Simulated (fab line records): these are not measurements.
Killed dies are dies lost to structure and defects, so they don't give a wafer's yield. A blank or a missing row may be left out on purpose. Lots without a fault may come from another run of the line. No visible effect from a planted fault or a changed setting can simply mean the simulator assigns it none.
Which tool did it? | flow sfq line | 7 lots with 20 wafers sampled at 2 steps, on a route of 325 steps

== WHAT THE GAUGES SHOWED, per wafer ==
SFQ_I1_BOW_MEAS_912.
lot  | measured     | on            | I1_BOW (um)
L957 | day 13 14:11 | film metro-04 | 1 1 0
L961 | day 14 08:13 | film metro-02 | -8 -3 -11
L964 | day 15 02:43 | film metro-02 | 1 5 1
L966 | day 15 19:26 | film metro-01 | -2 0 -2
L971 | day 17 08:46 | film metro-04 | -3 -1 - -
L976 | day 19 06:32 | film metro-02 | 9 21 2
L979 | day 20 06:12 | film metro-02 | -2 7 1

== WHAT TOOL EACH LOT RAN ON (gives the tool, then ch and the chambers of the sampled wafers, and finally the start) ==
lot  | SFQ_TRILAYER_I1_CMP_CMP_046
L957 | cmp-01 ch 0,2,3, day 13 12:40
L961 | cmp-01 ch 0,2,3, day 14 06:10
L964 | cmp-01 ch 0,2,3, day 15 00:11
L966 | cmp-01 ch 1,2, day 15 16:25
L971 | cmp-02 ch 2,3, day 17 05:43
L976 | cmp-01 ch 0,2,3, day 19 04:31
L979 | cmp-01 ch 0,2, day 20 03:40
- SFQ_TRILAYER_I1_CMP_CMP_046: polishes SiO2.

== THE ANSWER, worked out from the rows above alone ==
Rule: what is usual is taken from the lots themselves. Put in order of their means at a reading, lots are off if they are a third of the lots or fewer, leave a main group of 4 or more, and stand apart from it by a gap of 3 or more times the standard deviation of the main group's means; of several such gaps the widest counts. A main group whose means are all the same, to the digits that the tables above print for the reading, isn't used. Also off: a lot with no number at a reading for which 4 or more lots have one. Where the step has rows for the other lots, those lots are counted as sound.
None of the lots is off at any reading shown; this tells nothing.

== WHAT THE SIMULATOR PUT IN ==
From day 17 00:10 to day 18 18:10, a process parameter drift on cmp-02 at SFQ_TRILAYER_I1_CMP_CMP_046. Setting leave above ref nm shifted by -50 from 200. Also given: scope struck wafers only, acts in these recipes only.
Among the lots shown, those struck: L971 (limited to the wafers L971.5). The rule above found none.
